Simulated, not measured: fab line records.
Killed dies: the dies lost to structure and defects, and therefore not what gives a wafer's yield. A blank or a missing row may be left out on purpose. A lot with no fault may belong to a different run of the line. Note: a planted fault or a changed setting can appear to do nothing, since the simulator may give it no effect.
Which tool was responsible? :: flow gf180mcu :: 24 lots, 72 wafers sampled, at 5 steps of a route of 602

## WHAT THE GAUGES READ, wafer by wafer
GF_V2_THK_MEAS_01. Usual: V2_CVD_00_THK 601 nm, standard deviation 7.8.
lot: L074
measured: day 19 04:25
on: film_metro-02
V2_CVD_00_THK (nm): 597 611 595
flag: 

lot: L075
measured: day 19 09:20
on: film_metro-04
V2_CVD_00_THK (nm): 588 585 591
flag: 

lot: L076
measured: day 19 21:46
on: film_metro-04
V2_CVD_00_THK (nm): 598 603 596
flag: 

lot: L077
measured: day 20 13:20
on: film_metro-04
V2_CVD_00_THK (nm): 597 618 594
flag: 

lot: L078
measured: day 20 19:12
on: film_metro-02
V2_CVD_00_THK (nm): 615 601 597
flag: 

lot: L079
measured: day 21 03:30
on: film_metro-04
V2_CVD_00_THK (nm): 603 607 603
flag: 

lot: L080
measured: day 21 16:49
on: film_metro-04
V2_CVD_00_THK (nm): 593 608 586
flag: 

lot: L081
measured: day 21 20:04
on: film_metro-01
V2_CVD_00_THK (nm): 607 605 609
flag: 

lot: L082
measured: day 22 11:19
on: film_metro-02
V2_CVD_00_THK (nm): 592 596 603
flag: 

lot: L083
measured: day 22 18:22
on: film_metro-02
V2_CVD_00_THK (nm): 602 593 595
flag: 

lot: L084
measured: day 23 00:58
on: film_metro-04
V2_CVD_00_THK (nm): 604 609 602
flag: 

lot: L085
measured: day 23 09:31
on: film_metro-02
V2_CVD_00_THK (nm): 587 593 595
flag: 

lot: L086
measured: day 23 20:58
on: film_metro-01
V2_CVD_00_THK (nm): 602 614 610
flag: 

lot: L087
measured: day 24 00:02
on: film_metro-02
V2_CVD_00_THK (nm): 606 601 609
flag: 

lot: L088
measured: day 24 04:43
on: film_metro-02
V2_CVD_00_THK (nm): 604 603 607
flag: 

lot: L089
measured: day 24 19:34
on: film_metro-01
V2_CVD_00_THK (nm): 622 610 611
flag: 

lot: L090
measured: day 25 01:20
on: film_metro-01
V2_CVD_00_THK (nm): 588 592 590
flag: 

lot: L091
measured: day 25 06:53
on: film_metro-04
V2_CVD_00_THK (nm): 608 606 607
flag: 

lot: L092
measured: day 25 13:05
on: film_metro-04
V2_CVD_00_THK (nm): 601 602 598
flag: 

lot: L093
measured: day 25 20:58
on: film_metro-02
V2_CVD_00_THK (nm): 607 610 604
flag: 

lot: L094
measured: day 26 11:58
on: film_metro-02
V2_CVD_00_THK (nm): 596 598 589
flag: 

lot: L095
measured: day 26 12:47
on: film_metro-04
V2_CVD_00_THK (nm): 609 602 607
flag: 

lot: L096
measured: day 26 21:53
on: film_metro-02
V2_CVD_00_THK (nm): 591 596 593
flag: 

lot: L097
measured: day 27 00:37
on: film_metro-02
V2_CVD_00_THK (nm): 603 602 607
flag: 

GF_V3_BOW_MEAS_05. Usual: V3_BOW 119 um, standard deviation 9.4.
lot: L074
measured: day 21 07:48
on: film_metro-02
V3_BOW (um): 115 120 124
flag: 

lot: L075
measured: day 21 13:29
on: film_metro-02
V3_BOW (um): 125 118 123
flag: 

lot: L076
measured: day 22 01:34
on: film_metro-03
V3_BOW (um): 129 106 114
flag: 

lot: L077
measured: day 22 16:39
on: film_metro-04
V3_BOW (um): 111 115 118
flag: 

lot: L078
measured: day 22 22:34
on: film_metro-03
V3_BOW (um): 125 127 124
flag: 

lot: L079
measured: day 23 05:36
on: film_metro-03
V3_BOW (um): 107 115 118
flag: 

lot: L080
measured: day 23 19:29
on: film_metro-04
V3_BOW (um): 119 109 117
flag: 

lot: L081
measured: day 23 20:43
on: film_metro-03
V3_BOW (um): 110 117 116
flag: 

lot: L082
measured: day 24 12:52
on: film_metro-02
V3_BOW (um): 138 152 144
flag: 

lot: L083
measured: day 24 18:52
on: film_metro-03
V3_BOW (um): 117 107 107
flag: 

lot: L084
measured: day 25 00:38
on: film_metro-04
V3_BOW (um): 114 116 112
flag: 

lot: L085
measured: day 25 10:03
on: film_metro-03
V3_BOW (um): 101 100 104
flag: 

lot: L086
measured: day 25 23:52
on: film_metro-03
V3_BOW (um): 126 116 120
flag: 

lot: L087
measured: day 26 00:52
on: film_metro-04
V3_BOW (um): 111 124 107
flag: 

lot: L088
measured: day 26 03:41
on: film_metro-03
V3_BOW (um): 130 120 113
flag: 

lot: L089
measured: day 26 17:41
on: film_metro-03
V3_BOW (um): 109 109 99
flag: 

lot: L090
measured: day 27 00:06
on: film_metro-02
V3_BOW (um): 116 113 133
flag: 

lot: L091
measured: day 27 04:25
on: film_metro-04
V3_BOW (um): 107 112 125
flag: 

lot: L092
measured: day 27 08:31
on: film_metro-02
V3_BOW (um): 107 128 119
flag: 

lot: L093
measured: day 27 19:47
on: film_metro-04
V3_BOW (um): 120 129 123
flag: 

lot: L094
measured: day 28 07:04
on: film_metro-02
V3_BOW (um): 132 123 125
flag: 

lot: L095
measured: day 28 08:19
on: film_metro-03
V3_BOW (um): 120 124 121
flag: 

lot: L096
measured: day 28 17:27
on: film_metro-04
V3_BOW (um): 129 122 129
flag: 

lot: L097
measured: day 28 18:52
on: film_metro-04
V3_BOW (um): 132 115 141
flag: 

GF_V4_THK_MEAS_03. Usual: V4_CVD_02_THK 848 nm, standard deviation 9.9.
lot: L074
measured: day 23 08:47
on: film_metro-02
V4_CVD_02_THK (nm): 863 867 861
flag: 

lot: L075
measured: day 23 13:26
on: film_metro-02
V4_CVD_02_THK (nm): 830 844 839
flag: 

lot: L076
measured: day 24 00:48
on: film_metro-01
V4_CVD_02_THK (nm): 837 850 852
flag: 

lot: L077
measured: day 24 16:23
on: film_metro-01
V4_CVD_02_THK (nm): 864 851 863
flag: 

lot: L078
measured: day 24 21:43
on: film_metro-01
V4_CVD_02_THK (nm): 835 837 835
flag: 

lot: L079
measured: day 25 05:03
on: film_metro-02
V4_CVD_02_THK (nm): 843 845 860
flag: 

lot: L080
measured: day 25 18:13
on: film_metro-01
V4_CVD_02_THK (nm): 850 844 862
flag: 

lot: L081
measured: day 25 19:10
on: film_metro-02
V4_CVD_02_THK (nm): 844 852 855
flag: 

lot: L082
measured: day 26 08:56
on: film_metro-02
V4_CVD_02_THK (nm): 844 852 863
flag: 

lot: L083
measured: day 26 16:53
on: film_metro-02
V4_CVD_02_THK (nm): 854 834 859
flag: 

lot: L084
measured: day 26 23:32
on: film_metro-02
V4_CVD_02_THK (nm): 837 829 852
flag: 

lot: L085
measured: day 27 06:52
on: film_metro-01
V4_CVD_02_THK (nm): 851 844 848
flag: 

lot: L086
measured: day 27 18:00
on: film_metro-01
V4_CVD_02_THK (nm): 835 838 850
flag: 

lot: L087
measured: day 27 20:14
on: film_metro-01
V4_CVD_02_THK (nm): 839 848 864
flag: 

lot: L088
measured: day 27 23:47
on: film_metro-04
V4_CVD_02_THK (nm): 849 852 857
flag: 

lot: L089
measured: day 28 12:19
on: film_metro-04
V4_CVD_02_THK (nm): 840 853 864
flag: 

lot: L090
measured: day 28 17:53
on: film_metro-01
V4_CVD_02_THK (nm): 852 846 859
flag: 

lot: L091
measured: day 28 23:01
on: film_metro-02
V4_CVD_02_THK (nm): 838 833 857
flag: 

lot: L092
measured: day 29 02:28
on: film_metro-02
V4_CVD_02_THK (nm): 847 857 866
flag: 

lot: L093
measured: day 29 13:45
on: film_metro-04
V4_CVD_02_THK (nm): 838 843 856
flag: 

lot: L094
measured: day 30 00:04
on: film_metro-02
V4_CVD_02_THK (nm): 853 828 845
flag: 

lot: L095
measured: day 30 01:31
on: film_metro-04
V4_CVD_02_THK (nm): 845 855 855
flag: 

lot: L096
measured: day 30 10:34
on: film_metro-01
V4_CVD_02_THK (nm): 850 843 864
flag: 

lot: L097
measured: day 30 11:18
on: film_metro-01
V4_CVD_02_THK (nm): 829 851 864
flag: 

## WHICH TOOL RAN EACH LOT (tool, then ch and the chambers of the sampled wafers, then the start)
lot: L074
GF_CONTACT_CMP_04: cmp-02 ch 0,2,3, day 15 03:52
GF_V4_CVD_02: pecvd-02 ch 0,1,2, day 23 08:43

lot: L075
GF_CONTACT_CMP_04: cmp-02 ch 0,1, day 15 08:12
GF_V4_CVD_02: pecvd-03 ch 1,2, day 23 13:21

lot: L076
GF_CONTACT_CMP_04: cmp-02 ch 2,3, day 15 18:19
GF_V4_CVD_02: pecvd-02 ch 0,1, day 24 00:43

lot: L077
GF_CONTACT_CMP_04: cmp-02 ch 0,2, day 16 09:03
GF_V4_CVD_02: pecvd-02 ch 0,2, day 24 16:19

lot: L078
GF_CONTACT_CMP_04: cmp-02 ch 1,2,3, day 16 13:25
GF_V4_CVD_02: pecvd-02 ch 0,1,2, day 24 21:38

lot: L079
GF_CONTACT_CMP_04: cmp-02 ch 0,1,2, day 16 23:29
GF_V4_CVD_02: pecvd-04 ch 0,1, day 25 04:58

lot: L080
GF_CONTACT_CMP_04: cmp-02 ch 0,1,2, day 17 11:01
GF_V4_CVD_02: pecvd-02 ch 0,1, day 25 18:08

lot: L081
GF_CONTACT_CMP_04: cmp-02 ch 0,2,3, day 17 14:25
GF_V4_CVD_02: pecvd-04 ch 0,1,2, day 25 19:06

lot: L082
GF_CONTACT_CMP_04: cmp-02 ch 1,2,3, day 18 04:53
GF_V4_CVD_02: pecvd-02 ch 0,1, day 26 08:50

lot: L083
GF_CONTACT_CMP_04: cmp-02 ch 1,2,3, day 18 12:14
GF_V4_CVD_02: pecvd-04 ch 0,1,2, day 26 16:49

lot: L084
GF_CONTACT_CMP_04: cmp-02 ch 0,1,2, day 18 19:11
GF_V4_CVD_02: pecvd-03 ch 0,2, day 26 23:28

lot: L085
GF_CONTACT_CMP_04: cmp-02 ch 0,1,2, day 19 05:08
GF_V4_CVD_02: pecvd-03 ch 0,2, day 27 06:46

lot: L086
GF_CONTACT_CMP_04: cmp-01 ch 0,1,3, day 19 17:00
GF_V4_CVD_02: pecvd-04 ch 0,1,2, day 27 17:56

lot: L087
GF_CONTACT_CMP_04: cmp-02 ch 0,1,3, day 19 20:38
GF_V4_CVD_02: pecvd-04 ch 1,2, day 27 20:09

lot: L088
GF_CONTACT_CMP_04: cmp-02 ch 0,1,3, day 20 02:02
GF_V4_CVD_02: pecvd-03 ch 0,1,2, day 27 23:43

lot: L089
GF_CONTACT_CMP_04: cmp-01 ch 1,2, day 20 16:27
GF_V4_CVD_02: pecvd-02 ch 0,1,2, day 28 12:13

lot: L090
GF_CONTACT_CMP_04: cmp-01 ch 0,2, day 21 01:06
GF_V4_CVD_02: pecvd-02 ch 1,2, day 28 17:49

lot: L091
GF_CONTACT_CMP_04: cmp-02 ch 1,2,3, day 21 06:14
GF_V4_CVD_02: pecvd-02 ch 1,2, day 28 22:57

lot: L092
GF_CONTACT_CMP_04: cmp-02 ch 1,2, day 21 13:01
GF_V4_CVD_02: pecvd-04 ch 0,1, day 29 02:22

lot: L093
GF_CONTACT_CMP_04: cmp-01 ch 1,3, day 21 21:55
GF_V4_CVD_02: pecvd-03 ch 0,1,2, day 29 13:41

lot: L094
GF_CONTACT_CMP_04: cmp-02 ch 0,1,3, day 22 14:13
GF_V4_CVD_02: pecvd-03 ch 1,2, day 29 23:59

lot: L095
GF_CONTACT_CMP_04: cmp-01 ch 0,1,3, day 22 14:30
GF_V4_CVD_02: pecvd-04 ch 1,2, day 30 01:26

lot: L096
GF_CONTACT_CMP_04: cmp-02 ch 0,2,3, day 22 22:45
GF_V4_CVD_02: pecvd-04 ch 0,1, day 30 10:29

lot: L097
GF_CONTACT_CMP_04: cmp-01 ch 0,1,3, day 23 03:13
GF_V4_CVD_02: pecvd-03 ch 0,1,2, day 30 11:13
- GF_CONTACT_CMP_04: polishes SiO2.
- GF_V4_CVD_02: deposits SiO2 from TEOS, target thk 850 nm, time 94.851 s.

## AS READ BY THE TOOLS THEMSELVES (means over the sampled wafers that have a number; for cases with no such wafer, the mark the record gives instead)
GF_CONTACT_CMP_04. Usual: motor_current_A 12.2 A, standard deviation 0.9; time_to_endpoint_s 113 s, standard deviation 6.8.
lot: L074
tool: cmp-02
motor_current_A (A): 12.1
time_to_endpoint_s (s): 117
flag: 

lot: L075
tool: cmp-02
motor_current_A (A): 12.6
time_to_endpoint_s (s): 114
flag: 

lot: L076
tool: cmp-02
motor_current_A (A): 12.6
time_to_endpoint_s (s): 111
flag: 

lot: L077
tool: cmp-02
motor_current_A (A): 12.8
time_to_endpoint_s (s): 117
flag: 

lot: L078
tool: cmp-02
motor_current_A (A): 12.3
time_to_endpoint_s (s): 114
flag: 

lot: L079
tool: cmp-02
motor_current_A (A): 12.7
time_to_endpoint_s (s): 118
flag: 

lot: L080
tool: cmp-02
motor_current_A (A): 12.6
time_to_endpoint_s (s): 115
flag: 

lot: L081
tool: cmp-02
motor_current_A (A): 12.3
time_to_endpoint_s (s): 117
flag: 

lot: L082
tool: cmp-02
motor_current_A (A): 12.5
time_to_endpoint_s (s): 112
flag: 

lot: L083
tool: cmp-02
motor_current_A (A): 12.3
time_to_endpoint_s (s): 111
flag: 

lot: L084
tool: cmp-02
motor_current_A (A): 12.7
time_to_endpoint_s (s): 110
flag: 

lot: L085
tool: cmp-02
motor_current_A (A): 12.1
time_to_endpoint_s (s): 112
flag: 

lot: L086
tool: cmp-01
motor_current_A (A): 11.5
time_to_endpoint_s (s): 117
flag: 

lot: L087
tool: cmp-02
motor_current_A (A): 11.8
time_to_endpoint_s (s): 111
flag: 

lot: L088
tool: cmp-02
motor_current_A (A): 12.1
time_to_endpoint_s (s): 106
flag: 

lot: L089
tool: cmp-01
motor_current_A (A): 12.4
time_to_endpoint_s (s): 122
flag: 

lot: L090
tool: cmp-01
motor_current_A (A): 13.0
time_to_endpoint_s (s): 114
flag: 

lot: L091
tool: cmp-02
motor_current_A (A): 12.6
time_to_endpoint_s (s): 98
flag: 

lot: L092
tool: cmp-02
motor_current_A (A): 13.0
time_to_endpoint_s (s): 111
flag: 

lot: L093
tool: cmp-01
motor_current_A (A): 10.8
time_to_endpoint_s (s): 120
flag: 

lot: L094
tool: cmp-02
motor_current_A (A): 12.0
time_to_endpoint_s (s): 101
flag: 

lot: L095
tool: cmp-01
motor_current_A (A): 11.4
time_to_endpoint_s (s): 115
flag: 

lot: L096
tool: cmp-02
motor_current_A (A): 12.3
time_to_endpoint_s (s): 112
flag: 

lot: L097
tool: cmp-01
motor_current_A (A): 11.3
time_to_endpoint_s (s): 121
flag: 

GF_V4_CVD_02. Usual: heater_power_w 665 W, standard deviation 97; susceptor_temp_C 400.02 C, standard deviation 0.23.
lot: L074
tool: pecvd-02
heater_power_w (W): 669
susceptor_temp_C (C): 400.02
flag: 

lot: L075
tool: pecvd-03
heater_power_w (W): 648
susceptor_temp_C (C): 400.21
flag: 

lot: L076
tool: pecvd-02
heater_power_w (W): 676
susceptor_temp_C (C): 400.07
flag: 

lot: L077
tool: pecvd-02
heater_power_w (W): 659
susceptor_temp_C (C): 399.99
flag: 

lot: L078
tool: pecvd-02
heater_power_w (W): 627
susceptor_temp_C (C): 400.10
flag: 

lot: L079
tool: pecvd-04
heater_power_w (W): 781
susceptor_temp_C (C): 399.97
flag: 

lot: L080
tool: pecvd-02
heater_power_w (W): 640
susceptor_temp_C (C): 400.06
flag: 

lot: L081
tool: pecvd-04
heater_power_w (W): 759
susceptor_temp_C (C): 400.07
flag: 

lot: L082
tool: pecvd-02
heater_power_w (W): 658
susceptor_temp_C (C): 399.86
flag: 

lot: L083
tool: pecvd-04
heater_power_w (W): 743
susceptor_temp_C (C): 400.00
flag: 

lot: L084
tool: pecvd-03
heater_power_w (W): 586
susceptor_temp_C (C): 400.15
flag: 

lot: L085
tool: pecvd-03
heater_power_w (W): 600
susceptor_temp_C (C): 399.89
flag: 

lot: L086
tool: pecvd-04
heater_power_w (W): 684
susceptor_temp_C (C): 399.90
flag: 

lot: L087
tool: pecvd-04
heater_power_w (W): 668
susceptor_temp_C (C): 399.99
flag: 

lot: L088
tool: pecvd-03
heater_power_w (W): 623
susceptor_temp_C (C): 399.87
flag: 

lot: L089
tool: pecvd-02
heater_power_w (W): 637
susceptor_temp_C (C): 400.12
flag: 

lot: L090
tool: pecvd-02
heater_power_w (W): 644
susceptor_temp_C (C): 400.42
flag: 

lot: L091
tool: pecvd-02
heater_power_w (W): 587
susceptor_temp_C (C): 399.94
flag: 

lot: L092
tool: pecvd-04
heater_power_w (W): 735
susceptor_temp_C (C): 399.96
flag: 

lot: L093
tool: pecvd-03
heater_power_w (W): 611
susceptor_temp_C (C): 400.01
flag: 

lot: L094
tool: pecvd-03
heater_power_w (W): 702
susceptor_temp_C (C): 400.02
flag: 

lot: L095
tool: pecvd-04
heater_power_w (W): 685
susceptor_temp_C (C): 399.88
flag: 

lot: L096
tool: pecvd-04
heater_power_w (W): 799
susceptor_temp_C (C): 400.00
flag: 

lot: L097
tool: pecvd-03
heater_power_w (W): 638
susceptor_temp_C (C): 400.09
flag: 

## THE ANSWER, worked out from the rows above alone
Rule: lot off if the mean of its wafers having a number is beyond 3 standard deviations from the usual mean. A lot without any number at a reading at which 4 lots or more have one is off too. The other lots that the step has rows for count as sound. First the gauges in route order, then the tools' own readings, where a lot's mean is used as printed above. At the first step where some lot is off, the reading lying furthest off is the one used; lots without a number count as furthest.
No lot is off at any reading shown: from this, nothing can be told.

## WHAT THE SIMULATOR HAD INSERTED
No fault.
